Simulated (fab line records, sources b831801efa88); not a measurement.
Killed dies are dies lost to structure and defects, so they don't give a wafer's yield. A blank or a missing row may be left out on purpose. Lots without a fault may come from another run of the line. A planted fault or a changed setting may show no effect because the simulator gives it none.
fab line records | flow sky130
record lots=7 wafers=21 last_day=50
route steps=708 shown FIELD_ISO@25 NWELL@32 DNWELL@35 PWDE@45 PAD_OPEN@708
lots that met no fault: from a run of the same line without faults
start_h: hours from the record's first day to the start of the lot's first wafer shown | wait_h: hours since the lot's step before | " the same as in the row above | L1.1+2: a row that stands for several wafers | - no value, or no start given | * or withheld: withheld | < > ~ a bound
route shown NAME@n: a module of which the file shows steps, and the number in the route of the first | usual: mean/standard deviation of fault-free wafers | same: alike in all rows | chamber/n: place in a boat | sites: the reading at each site | _std_site: their standard deviation | _edge_site: outer sites' mean less inner sites' | radius_mm: how far each site lies from the wafer's centre | mask NAME#n: copy n | behind: the tool/chamber that last shaped the wafer | hold: why the lot was held/for how many hours/how that ended | device: the transistor (n, p or np) that didn't switch | end of line: the same wafers' tests at the end of the route | a step without rows: its recipe alone | killed: dies lost to structure and defects at the first sort, not the wafer's yield | map: a wafer's dies, x killed, . not, _ none there
set.NAME: the setting as run; set.NAME@STEP: as run at that earlier step | model.NAME: the simulator's own value behind a step, which no gauge read
lots at some steps of the route; a table a step, a row a wafer
services: from which hour (start_h, from the record's first day; less than 0 if before it) a tool's chamber was out of use, for how many hours, and why
## steps
# step SKY_FIELD_ISO_CVD_24
# recipe material=SiO2 target_thk_nm=595 temp_c=650 sigma_open_frac=0.3 time_s=99.2 sih4_flow_sccm=60 pressure_mtorr=5.798
# step SKY_FIELD_ISO_THK_MEAS_25
# recipe reads=SiO2_of_FIELD_ISO_CVD_24
# usual FIELD_ISO_CVD_24_THK=595/6.5
# columns lot.wafer tool chamber start_h wait_h FIELD_ISO_CVD_24_THK[nm]
L182.1 film_metro-02 - 55.84 0.0 596
L182.5 " - " " 601
L182.6 " - " " 598
L190.3 film_metro-02 - 99.54 0.1 600
L190.4 " - " " 591
L190.5 " - " " 595
L191.1 film_metro-01 - 109.10 0.0 589
L191.3 " - " " 600
L191.4 " - " " 597
L192.1 film_metro-01 - 110.71 0.0 589
L192.2 " - " " 584
L192.5 " - " " 585
L198.2 film_metro-01 - 144.28 0.0 593
L198.4 " - " " 594
L198.6 " - " " 592
L199.1 film_metro-04 - 146.84 0.0 603
L199.3 " - " " 601
L199.5 " - " " 599
L200.1 film_metro-04 - 151.02 0.0 591
L200.4 " - " " 592
L200.5 " - " " 604
# step SKY_FIELD_ISO_ANNEAL_26
# recipe temp_c=1000 time_s=1800 ambient=N2
# step SKY_FIELD_ISO_CMP_27
# recipe stop_on=Si3N4 t_overpolish_s=16 down_force_psi=4 platen_rpm=60 target_thk_nm=457.8 pad_velocity_m_s=0.94248
# usual motor_current_A=12.4/1.1 overpolish_run_s=16.000/0.0092 time_to_endpoint_s=113/5.3
# columns lot.wafer tool chamber start_h wait_h motor_current_A overpolish_run_s time_to_endpoint_s
L182.1 cmp-02 1 58.40 0.1 13.4 16.002 111
L182.5 " 3 " " 9.9 16.007 118
L182.6 " 0 " " 11.8 16.005 116
L190.3 cmp-01 0 101.08 0.0 12.9 16.007 114
L190.4 " 3 " " 12.5 15.985 113
L190.5 " 1 " " 11.6 16.001 119
L191.3 cmp-01 1 110.66 0.0 11.7 16.019 120
L191.1 " 2 " " 14.3 16.010 113
L191.4 " 0 " " 12.7 15.993 116
L192.2 cmp-02 1 112.37 0.1 13.0 16.000 107
L192.1 " 2 " " 11.5 15.997 103
L192.5 " 3 " " 9.9 16.000 114
L198.2 cmp-01 3 147.41 0.0 12.7 15.990 113
L198.4 " 2 " " 13.6 16.008 117
L198.6 " 3 " " 12.7 15.983 117
L199.3 cmp-01 1 149.72 0.0 12.0 16.007 118
L199.1 " 2 " " 14.5 16.005 115
L199.5 " 2 " " 13.7 16.011 113
L200.4 cmp-02 0 153.84 0.1 11.5 15.993 113
L200.1 " 1 " " 13.5 15.990 107
L200.5 " 3 " " 10.6 15.993 115
# step SKY_FIELD_ISO_WET_ETCH_28
# recipe chemistry=dHF target_depth_nm=23.7 target=SiO2 dilution=10:1 temp_c=25 time_s=47
# step SKY_FIELD_ISO_WET_ETCH_29
# recipe chemistry=H3PO4 target_depth_nm=160 target=Si3N4 temp_c=160 time_s=1825
# step SKY_FIELD_ISO_WET_ETCH_30
# recipe chemistry=dHF target_depth_nm=25 target=SiO2 dilution=10:1 temp_c=25 time_s=50
# step SKY_NWELL_CLEAN_00
# recipe chemistry=SC1/SC2 mix=1:4:20 temp_c=70 time_s=150 dry=n2_spin
# step SKY_NWELL_OXIDATION_01
# recipe temp_c=900 ambient=O2 stabilise_s=600 purge_s=300 target_thk_a=100 ox_time_s=1418
# step SKY_NWELL_THK_MEAS_02
# recipe reads=SiO2_of_NWELL_OXIDATION_01
# usual NWELL_OXIDATION_THK=10.05/0.18
# columns lot.wafer tool chamber start_h wait_h NWELL_OXIDATION_THK[nm]
L182.1 film_metro-02 - 60.61 0.0 10.28
L182.5 " - " " 10.36
L182.6 " - " " 10.48
L190.3 film_metro-02 - 103.46 0.0 10.18
L190.4 " - " " 10.34
L190.5 " - " " 10.30
L191.1 film_metro-02 - 113.49 0.0 10.15
L191.3 " - " " 10.24
L191.4 " - " " 9.98
L192.1 film_metro-04 - 116.18 0.0 9.92
L192.2 " - " " 9.82
L192.5 " - " " 9.83
L198.2 film_metro-04 - 150.07 0.0 10.04
L198.4 " - " " 10.17
L198.6 " - " " 10.13
L199.1 film_metro-03 - 153.03 0.0 9.96
L199.3 " - " " 10.13
L199.5 " - " " 10.04
L200.1 film_metro-03 - 156.04 0.0 9.98
L200.4 " - " " 10.10
L200.5 " - " " 10.02
# step SKY_DNWELL_DEHYDRATE_00
# recipe temp_c=200 time_s=60
# step SKY_DNWELL_HMDS_01
# recipe prime_time_s=60 prime_temp_c=120
# step SKY_DNWELL_COAT_02
# recipe spin_rpm=2000 resist_thk_nm=3000
# usual chill_plate_temp_C=23.00/0.11 dispense_pressure_kPa=47.5/2.4 spin_speed_rpm=2000.1/1.1
# columns lot.wafer tool chamber start_h wait_h chill_plate_temp_C dispense_pressure_kPa spin_speed_rpm
L182.1 litho_track-04 0 68.17 0.1 22.92 44.4 1999.0
L182.5 " 0 " " 23.05 44.4 1998.5
L182.6 " 0 " " 22.92 44.4 2000.3
L190.3 litho_track-03 - 112.72 0.1 - - -
L190.4 " - " " - - -
L190.5 " - " " - - -
L191.1 litho_track-03 - 122.22 0.1 - - -
L191.3 " - " " - - -
L191.4 " - " " - - -
L192.1 litho_track-02 - 125.48 0.1 - - -
L192.2 " - " " - - -
L192.5 " - " " - - -
L198.2 litho_track-03 0 159.34 0.1 22.85 48.9 1999.1
L198.4 " 0 " " 22.72 49.0 1999.7
L198.6 " 0 " " 22.91 48.9 1999.8
L199.1 litho_track-04 0 162.52 0.1 22.95 44.5 2000.6
L199.3 " 0 " " 23.25 44.5 2001.4
L199.5 " 0 " " 22.93 44.4 2001.9
L200.1 litho_track-03 0 165.82 0.1 23.01 49.0 1999.8
L200.4 " 0 " " 23.09 48.9 1999.4
L200.5 " 0 " " 23.19 49.0 2001.7
# step SKY_DNWELL_SOFTBAKE_03
# recipe temp_c=110 time_s=withheld
# step SKY_DNWELL_EXPOSE_04
# recipe mask_id=DNM na=0.57 target_cd_nm=3000 dose_mj=222
# step SKY_DNWELL_PEB_05
# recipe temp_c=115 time_s=withheld
# step SKY_DNWELL_DEVELOP_06
# recipe wall_angle_deg=90 developer=TMAH develop_time_s=60 dev_temp_c=23
# step SKY_DNWELL_IMPLANT_07
# recipe species=P energy_kev=withheld dose_cm2=withheld tilt_deg=withheld
# step SKY_DNWELL_STRIP_08
# recipe chemistry=O2/N2 power_w=1400 pressure_mtorr=1500 platen_temp_c=withheld o2_flow_sccm=3000 n2_flow_sccm=300 overash_fraction=0.5
# usual chamber_pressure_mTorr=1500.1/1.5 drypump_motor_current_A=5.6/0.58 n2_flow_sccm=299.8/0.77 oes_product_au=0.723/0.0043 strip_time_to_endpoint_s=36.95/0.099
# columns lot.wafer tool chamber start_h wait_h chamber_pressure_mTorr drypump_motor_current_A n2_flow_sccm oes_product_au rf_hours_counter_h strip_time_to_endpoint_s
L182.1 plasma_asher-04 0 75.62 0.1 1501.4 5.7 299.6 0.720 25 36.97
L182.5 " 1 " " 1500.3 5.2 302.0 0.721 - 37.01
L182.6 " 0 " " 1502.1 5.6 299.2 0.727 - 37.04
L190.3 plasma_asher-02 1 122.10 0.1 1498.9 5.3 299.0 - - -
L190.4 " 0 " " 1498.2 6.8 299.3 - - -
L190.5 " 1 " " 1497.9 5.3 298.9 - - -
L191.1 plasma_asher-03 1 132.33 0.1 1498.9 5.9 299.3 - 1 -
L191.3 " 0 " " 1499.7 5.0 299.5 - - -
L191.4 " 1 " " 1501.6 5.9 299.3 - - -
L192.1 plasma_asher-03 0 135.78 0.1 1502.2 5.0 301.3 - 2 -
L192.2 " 1 " " 1501.2 5.9 300.3 - 2 -
L192.5 " 1 " " 1500.1 5.9 299.9 - - -
L198.2 plasma_asher-02 1 170.02 0.1 1502.5 5.3 298.2 0.723 42 36.89
L198.4 " 0 " " 1500.3 6.8 300.0 0.721 - 36.90
L198.6 " 0 " " 1497.2 6.7 299.9 0.724 - 36.87
L199.1 plasma_asher-03 0 173.52 0.1 1503.4 5.0 300.3 0.717 6 36.99
L199.3 " 1 " " 1499.4 5.9 299.9 0.726 - 36.93
L199.5 " 0 " " 1498.4 5.0 301.5 0.711 - 36.93
L200.1 plasma_asher-04 1 176.87 0.1 1501.0 5.2 299.3 0.719 34 36.83
L200.4 " 1 " " 1502.1 5.1 300.2 0.725 - 36.82
L200.5 " 1 " " 1498.8 5.1 300.3 0.721 - 36.86
# step SKY_DNWELL_TW_MEAS_09
# usual DNWELL_TW=1108/14
# columns lot.wafer tool chamber start_h wait_h DNWELL_TW
L182.1 film_metro-04 - 75.72 0.1 1133
L182.5 " - " " 1130
L182.6 " - " " 1131
L190.3 film_metro-02 - 122.19 0.1 1092
L190.4 " - " " 1090
L190.5 " - " " 1089
L191.1 film_metro-04 - 132.43 0.1 1133
L191.3 " - " " 1127
L191.4 " - " " 1128
L192.1 film_metro-04 - 135.88 0.1 1126
L192.2 " - " " 1133
L192.5 " - " " 1130
L198.2 film_metro-03 - 170.13 0.1 1094
L198.4 " - " " 1094
L198.6 " - " " 1095
L199.1 film_metro-03 - 173.62 0.1 1099
L199.3 " - " " 1100
L199.5 " - " " 1105
L200.1 film_metro-03 - 176.97 0.1 1100
L200.4 " - " " 1100
L200.5 " - " " 1099
# step SKY_PWDE_DEHYDRATE_00
# recipe temp_c=200 time_s=60
# step SKY_PWDE_HMDS_01
# recipe prime_time_s=60 prime_temp_c=120
# step SKY_PWDE_COAT_02
# recipe spin_rpm=2000 resist_thk_nm=3000
# step SKY_PWDE_SOFTBAKE_03
# recipe temp_c=110 time_s=withheld
# step SKY_PWDE_EXPOSE_04
# recipe mask_id=PWDEM na=0.6 source_shape=conventional sigma_outer=0.6 polarization=unpolarized target_cd_nm=840 dose_mj=214
# step SKY_PWDE_PEB_05
# recipe temp_c=115 time_s=withheld
# step SKY_PWDE_DEVELOP_06
# recipe wall_angle_deg=90 developer=TMAH develop_time_s=60 dev_temp_c=23
# step SKY_PWDE_OVL_MEAS_07
# usual PWDE_OVL=0.2/1.6
# columns lot.wafer tool chamber start_h wait_h PWDE_OVL[nm]
L182.1 overlay-01 - 92.22 - 0.4
L182.5 " - " " 0.5
L182.6 " - " " 1.1
L190.3 overlay-02 - 141.59 - 2.5
L190.4 " - " " 2.4
L190.5 " - " " 1.7
L191.1 overlay-02 - 151.08 - -0.1
L191.3 " - " " 0.2
L191.4 " - " " -0.1
L192.1 overlay-02 - 155.58 - -0.3
L192.2 " - " " -1.6
L192.5 " - " " 0.3
L198.2 overlay-02 - 191.03 - -3.3
L198.4 " - " " -2.7
L198.6 " - " " -2.5
L199.1 overlay-02 - 194.82 - 1.8
L199.3 " - " " 2.6
L199.5 " - " " 2.0
L200.1 overlay-02 - 198.03 - -0.1
L200.4 " - " " 0.9
L200.5 " - " " 0.8
# step SKY_PWDE_IMPLANT_08
# recipe species=B energy_kev=150 dose_cm2=3.542e+12 tilt_deg=withheld
# step SKY_PWDE_STRIP_09
# recipe chemistry=O2/N2 power_w=1400 pressure_mtorr=1500 platen_temp_c=withheld o2_flow_sccm=3000 n2_flow_sccm=300 overash_fraction=0.5
# usual chamber_pressure_mTorr=1500.2/1.3 drypump_motor_current_A=5.4/0.38 n2_flow_sccm=300.1/0.88 oes_product_au=0.722/0.0047 strip_time_to_endpoint_s=36.92/0.092
# columns lot.wafer tool chamber start_h wait_h chamber_pressure_mTorr drypump_motor_current_A n2_flow_sccm oes_product_au rf_hours_counter_h strip_time_to_endpoint_s
L182.1 plasma_asher-04 1 92.41 0.1 1499.6 5.1 299.7 0.729 27 37.13
L182.5 " 0 " " 1500.7 5.6 299.9 0.731 - 36.90
L182.6 " 1 " " 1500.5 5.2 298.8 0.729 - 37.12
L190.3 plasma_asher-01 1 141.80 0.1 1500.3 5.6 298.8 0.733 - 37.01
L190.4 " 0 " " 1501.8 5.0 298.8 0.728 - 37.05
L190.5 " 0 " " 1500.2 4.9 300.4 0.728 - 37.02
L191.1 plasma_asher-01 1 151.27 0.1 1500.4 5.7 300.8 0.730 50 36.93
L191.3 " 0 " " 1499.1 4.9 300.8 0.721 - 37.03
L191.4 " 1 " " 1500.8 5.7 299.8 0.716 - 37.01
L192.1 plasma_asher-01 1 155.77 0.1 1502.2 5.7 299.2 0.716 51 36.90
L192.2 " 0 " " 1499.1 4.9 299.2 0.724 51 36.89
L192.5 " 0 " " 1500.2 4.9 299.4 0.723 - 36.94
L198.2 plasma_asher-01 0 191.21 0.1 1499.2 4.9 300.4 0.717 54 36.86
L198.4 " 1 " " 1499.8 5.7 300.1 0.727 - 36.80
L198.6 " 0 " " 1499.2 4.9 300.7 0.710 - 36.83
L199.1 plasma_asher-03 1 195.01 0.1 1502.5 5.9 299.3 0.726 8 36.85
L199.3 " 1 " " 1497.0 5.9 300.2 0.728 - 36.77
L199.5 " 1 " " 1498.5 5.9 301.6 0.728 - 36.90
L200.1 plasma_asher-03 1 198.22 0.1 1502.6 5.9 300.5 0.722 9 37.03
L200.4 " 1 " " 1498.8 5.9 300.7 0.723 - 37.02
L200.5 " 1 " " 1499.2 5.9 301.5 0.720 - 37.01
# step SKY_PWDE_TW_MEAS_10
# usual PWDE_TW=369/3.7
# columns lot.wafer tool chamber start_h wait_h PWDE_TW
L182.1 film_metro-02 - 92.51 0.1 367
L182.5 " - " " 366
L182.6 " - " " 367
L190.3 film_metro-03 - 141.89 0.1 1103
L190.4 " - " " 1101
L190.5 " - " " 1098
L191.1 film_metro-04 - 151.37 0.1 1139
L191.3 " - " " 1140
L191.4 " - " " 1139
L192.1 film_metro-02 - 155.87 0.1 1110
L192.2 " - " " 1116
L192.5 " - " " 1114
L198.2 film_metro-03 - 191.32 0.1 367
L198.4 " - " " 365
L198.6 " - " " 366
L199.1 film_metro-03 - 195.11 0.1 366
L199.3 " - " " 366
L199.5 " - " " 365
L200.1 film_metro-02 - 198.32 0.1 369
L200.4 " - " " 368
L200.5 " - " " 371
# step SKY_NWELL_DEHYDRATE_03
# recipe temp_c=200 time_s=60
# step SKY_NWELL_HMDS_04
# recipe prime_time_s=60 prime_temp_c=120
# step SKY_NWELL_COAT_05
# recipe spin_rpm=2000 resist_thk_nm=3000
# step SKY_NWELL_SOFTBAKE_06
# recipe temp_c=110 time_s=withheld
# step SKY_NWELL_EXPOSE_07
# recipe mask_id=NWM na=0.6 source_shape=conventional sigma_outer=0.6 polarization=unpolarized target_cd_nm=840 dose_mj=255
# step SKY_NWELL_PEB_08
# recipe temp_c=115 time_s=withheld
# step SKY_NWELL_DEVELOP_09
# recipe wall_angle_deg=90 developer=TMAH develop_time_s=60 dev_temp_c=23
# step SKY_NWELL_OVL_MEAS_10
# usual NWELL_00_OVL=-0.1/1.3
# columns lot.wafer tool chamber start_h wait_h NWELL_00_OVL[nm]
L182.1 overlay-02 - 111.27 - 0.0
L182.5 " - " " 0.5
L182.6 " - " " -0.5
L190.3 overlay-02 - 161.68 - -0.8
L190.4 " - " " -0.3
L190.5 " - " " 0.9
L191.1 overlay-02 - 172.07 - -1.5
L191.3 " - " " 0.1
L191.4 " - " " -1.2
L192.1 overlay-02 - 175.92 - -0.6
L192.2 " - " " 1.0
L192.5 " - " " 0.4
L198.2 overlay-02 - 214.60 - -1.6
L198.4 " - " " -1.9
L198.6 " - " " -0.2
L199.1 overlay-02 - 218.02 - -1.5
L199.3 " - " " -2.5
L199.5 " - " " -0.8
L200.1 overlay-02 - 219.72 - -1.3
L200.4 " - " " 0.9
L200.5 " - " " -0.3
# step SKY_NWELL_IMPLANT_11
# recipe species=P energy_kev=400 dose_cm2=1.9e+13 tilt_deg=withheld
# step SKY_NWELL_IMPLANT_12
# recipe species=P energy_kev=120 dose_cm2=1.3e+12 tilt_deg=withheld
# step SKY_NWELL_IMPLANT_13
# recipe species=P energy_kev=50 dose_cm2=7e+11 tilt_deg=withheld
# step SKY_NWELL_TW_MEAS_15
# usual NWELL_TW=1813/25
# columns lot.wafer tool chamber start_h wait_h NWELL_TW
L182.1 film_metro-03 - 111.86 0.1 1813
L182.5 " - " " 1815
L182.6 " - " " 1810
L190.3 film_metro-03 - 162.28 0.1 1902
L190.4 " - " " 1904
L190.5 " - " " 1905
L191.1 film_metro-03 - 172.66 0.1 1913
L191.3 " - " " 1912
L191.4 " - " " 1902
L192.1 film_metro-03 - 176.51 0.1 1903
L192.2 " - " " 1900
L192.5 " - " " 1911
L198.2 film_metro-04 - 215.19 0.1 1851
L198.4 " - " " 1847
L198.6 " - " " 1851
L199.1 film_metro-04 - 218.61 0.1 1841
L199.3 " - " " 1839
L199.5 " - " " 1849
L200.1 film_metro-04 - 220.31 0.1 1844
L200.4 " - " " 1844
L200.5 " - " " 1849
# step SKY_NWELL_TW_MEAS_26
# usual NWELL_2_TW=494/5.9
# columns lot.wafer tool chamber start_h wait_h NWELL_2_TW
L182.1 film_metro-04 - 130.86 0.1 503
L182.5 " - " " 504
L182.6 " - " " 500
L190.3 film_metro-02 - 183.58 0.1 1135
L190.4 " - " " 1128
L190.5 " - " " 1126
L191.1 film_metro-04 - 194.22 0.1 1167
L191.3 " - " " 1164
L191.4 " - " " 1172
L192.1 film_metro-04 - 198.46 0.1 1162
L192.2 " - " " 1165
L192.5 " - " " 1167
L198.2 film_metro-03 - 237.93 0.1 491
L198.4 " - " " 491
L198.6 " - " " 490
L199.1 film_metro-02 - 241.57 0.1 491
L199.3 " - " " 487
L199.5 " - " " 485
L200.1 film_metro-03 - 243.17 0.1 487
L200.4 " - " " 491
L200.5 " - " " 490
# step SKY_PAD_OPEN_PROBE_99
# usual killed_at_M0_to_M3=43/7.2 killed_at_M4_up=3.5/2 killed_at_contacts=24/5.2 killed_at_front_end=15/4.4 killed_at_other=0.2/0.48 killed_dies=85/9.4 killed_on_rim=16/3.7 killed_open=46/7.3 killed_short=39/6.1
# same gross_dies=492 killed_at_back_side=0
# columns lot.wafer tool chamber start_h wait_h killed_at_M0_to_M3 killed_at_M4_up killed_at_contacts killed_at_front_end killed_at_other killed_dies killed_on_rim killed_open killed_short
L190.3 prober-02 - 1153.79 0.2 38 1 34 419 0 492 96 51 37
L190.4 prober-02 - 1153.84 0.2 40 3 22 427 0 492 96 37 41
L190.5 prober-02 - 1153.89 0.2 56 3 17 416 0 492 96 46 45
L191.1 prober-01 - 1163.19 0.1 60 6 22 404 0 492 96 60 42
L191.3 prober-01 - 1163.29 0.2 50 3 21 417 1 492 96 59 33
L191.4 prober-01 - 1163.34 0.2 41 7 18 426 0 492 96 33 42
L192.1 prober-01 - 1166.58 0.1 33 5 28 426 0 492 96 55 22
L192.2 prober-01 - 1166.63 0.1 47 1 20 424 0 492 96 43 45
L192.5 prober-01 - 1166.78 0.2 38 2 28 424 0 492 96 43 43
# killed by level:class
L190.3 DNWELL:area_expose=404 CONTACT:geometric_particle:open=10 VIA1:geometric_particle:open=10 VIA3:geometric_particle:open=9 LI_CONTACT:geometric_particle:open=8 CONTACT:geometric_particle:short=6 FIELD_ISO:geometric_particle:short=5 LOCAL_INTERCONNECT:geometric_particle:short=5
L190.4 DNWELL:area_expose=414 VIA1:geometric_particle:open=12 CONTACT:geometric_particle:open=9 FIELD_ISO:geometric_particle:short=7 VIA2:geometric_particle:open=5 LOCAL_INTERCONNECT:geometric_particle:short=5 CONTACT:geometric_particle:short=5 METAL2:geometric_particle:short=5
L190.5 DNWELL:area_expose=401 METAL2:geometric_particle:short=10 VIA1:geometric_particle:open=9 METAL1:geometric_particle:short=7 VIA2:geometric_particle:open=7 CONTACT:geometric_particle:open=6 VIA3:geometric_particle:open=6 FIELD_ISO:geometric_particle:open=5
L191.1 DNWELL:area_expose=390 VIA1:geometric_particle:open=17 METAL2:geometric_particle:short=11 CONTACT:geometric_particle:open=10 VIA2:geometric_particle:open=8 VIA3:geometric_particle:open=8 METAL1:geometric_particle:short=6 LI_CONTACT:geometric_particle:open=5
L191.3 DNWELL:area_expose=400 VIA3:geometric_particle:open=13 VIA1:geometric_particle:open=13 CONTACT:geometric_particle:open=7 CONTACT:geometric_particle:short=6 LI_CONTACT:geometric_particle:open=5 VIA2:geometric_particle:open=5 FIELD_ISO:geometric_particle:short=4
L191.4 DNWELL:area_expose=416 VIA1:geometric_particle:open=9 METAL1:geometric_particle:short=7 LI_CONTACT:geometric_particle:open=6 METAL2:geometric_particle:short=6 METAL4:geometric_particle:short=5 LOCAL_INTERCONNECT:geometric_particle:short=4 VIA2:geometric_particle:open=4
L192.1 DNWELL:area_expose=415 LI_CONTACT:geometric_particle:open=12 VIA1:geometric_particle:open=11 CONTACT:geometric_particle:open=10 VIA2:geometric_particle:open=4 CONTACT:geometric_particle:short=4 FIELD_ISO:geometric_particle:open=3 POLY_CUT:geometric_particle:open=3
L192.2 DNWELL:area_expose=404 VIA1:geometric_particle:open=13 CONTACT:geometric_particle:open=10 VIA1:geometric_particle:short=9 FIELD_ISO:geometric_particle:short=8 METAL1:geometric_particle:short=6 POLY_GATE:geometric_particle:short=5 METAL2:geometric_particle:short=5
L192.5 DNWELL:area_expose=406 VIA1:geometric_particle:open=12 CONTACT:geometric_particle:open=10 POLY_GATE:geometric_particle:short=7 LOCAL_INTERCONNECT:geometric_particle:short=6 LI_CONTACT:geometric_particle:open=6 METAL1:geometric_particle:short=5 POLY_GATE:geometric_particle:open=5
# map L190.3 (x killed, . not)
__________xxxxxxxxxx_________
________xxxxxxxxxxxxxx_______
______xxxxxxxxxxxxxxxxxx_____
_____xxxxxxxxxxxxxxxxxxxx____
____xxxxxxxxxxxxxxxxxxxxxx___
___xxxxxxxxxxxxxxxxxxxxxxxx__
__xxxxxxxxxxxxxxxxxxxxxxxxxx_
_xxxxxxxxxxxxxxxxxxxxxxxxxxxx
_xxxxxxxxxxxxxxxxxxxxxxxxxxxx
_xxxxxxxxxxxxxxxxxxxxxxxxxxxx
_xxxxxxxxxxxxxxxxxxxxxxxxxxxx
_xxxxxxxxxxxxxxxxxxxxxxxxxxxx
_xxxxxxxxxxxxxxxxxxxxxxxxxxxx
_xxxxxxxxxxxxxxxxxxxxxxxxxxxx
_xxxxxxxxxxxxxxxxxxxxxxxxxxxx
__xxxxxxxxxxxxxxxxxxxxxxxxxx_
___xxxxxxxxxxxxxxxxxxxxxxxx__
____xxxxxxxxxxxxxxxxxxxxxx___
_____xxxxxxxxxxxxxxxxxxxx____
______xxxxxxxxxxxxxxxxxx_____
________xxxxxxxxxxxxxx_______
__________xxxxxxxxxx_________
# map L191.1 (x killed, . not)
__________xxxxxxxxxx_________
________xxxxxxxxxxxxxx_______
______xxxxxxxxxxxxxxxxxx_____
_____xxxxxxxxxxxxxxxxxxxx____
____xxxxxxxxxxxxxxxxxxxxxx___
___xxxxxxxxxxxxxxxxxxxxxxxx__
__xxxxxxxxxxxxxxxxxxxxxxxxxx_
_xxxxxxxxxxxxxxxxxxxxxxxxxxxx
_xxxxxxxxxxxxxxxxxxxxxxxxxxxx
_xxxxxxxxxxxxxxxxxxxxxxxxxxxx
_xxxxxxxxxxxxxxxxxxxxxxxxxxxx
_xxxxxxxxxxxxxxxxxxxxxxxxxxxx
_xxxxxxxxxxxxxxxxxxxxxxxxxxxx
_xxxxxxxxxxxxxxxxxxxxxxxxxxxx
_xxxxxxxxxxxxxxxxxxxxxxxxxxxx
__xxxxxxxxxxxxxxxxxxxxxxxxxx_
___xxxxxxxxxxxxxxxxxxxxxxxx__
____xxxxxxxxxxxxxxxxxxxxxx___
_____xxxxxxxxxxxxxxxxxxxx____
______xxxxxxxxxxxxxxxxxx_____
________xxxxxxxxxxxxxx_______
__________xxxxxxxxxx_________
## services
# columns tool chamber start_h hours kind
cmp-01 - 45.43 2.8 repair
cmp-02 - 75.12 4.0 pm
cmp-01 - 79.12 7.1 pm
cmp-02 - 79.12 - consumable_replace:conditioner
cmp-02 - 79.12 - consumable_replace:pad
cmp-01 - 89.01 5.9 repair
plasma_asher-03 - 108.75 9.0 pm
plasma_asher-03 0 108.75 9.0 vent_cycle
plasma_asher-03 1 108.75 9.0 vent_cycle
cmp-01 - 115.34 0.6 repair
plasma_asher-03 0 117.75 - clean
plasma_asher-03 1 117.75 - clean
plasma_asher-04 - 131.74 15.6 pm
cmp-01 - 148.07 1.3 repair
plasma_asher-02 - 172.05 6.5 repair
plasma_asher-04 - 185.71 7.7 repair
cmp-02 - 190.41 4.0 pm
plasma_asher-04 - 192.23 6.0 repair
## key
first_sign step=SKY_DNWELL_COAT_02 reading=tool_record direction=missing
effect step=SKY_PWDE_TW_MEAS_10 reading=PWDE_TW direction=up sigmas=99+ usual=369 struck=1118
effect step=SKY_NWELL_TW_MEAS_15 reading=NWELL_TW direction=up sigmas=3.7 usual=1813 struck=1906
effect step=SKY_NWELL_TW_MEAS_26 reading=NWELL_2_TW direction=up sigmas=99+ usual=494 struck=1154
effect step=SKY_PAD_OPEN_PROBE_99 reading=killed_at_front_end direction=up sigmas=93 usual=15 struck=420
more_kills_born_at SKY_DNWELL_EXPOSE_04@iline_stepper-02=2444 SKY_DNWELL_EXPOSE_04@iline_stepper-01=1206
met_at SKY_DNWELL_COAT_02
struck_wafers L190.3,L190.4,L190.5,L191.1,L191.3,L191.4,L192.1,L192.2,L192.5
tester_left_out L190,L191,L192
fault kind=skipped_step_whole tool=litho_track-02,litho_track-03 chamber=- onset_h=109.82 steps=SKY_DNWELL_COAT_02 scope=struck_lots_only
# tester_left_out: of these lots the tester's yield and bins aren't shown, on N5 and GAA mostly nor the transistor test; their killed dies are dies lost to structure and defects alone, not to doping, threshold or leakage, so they don't give the yield
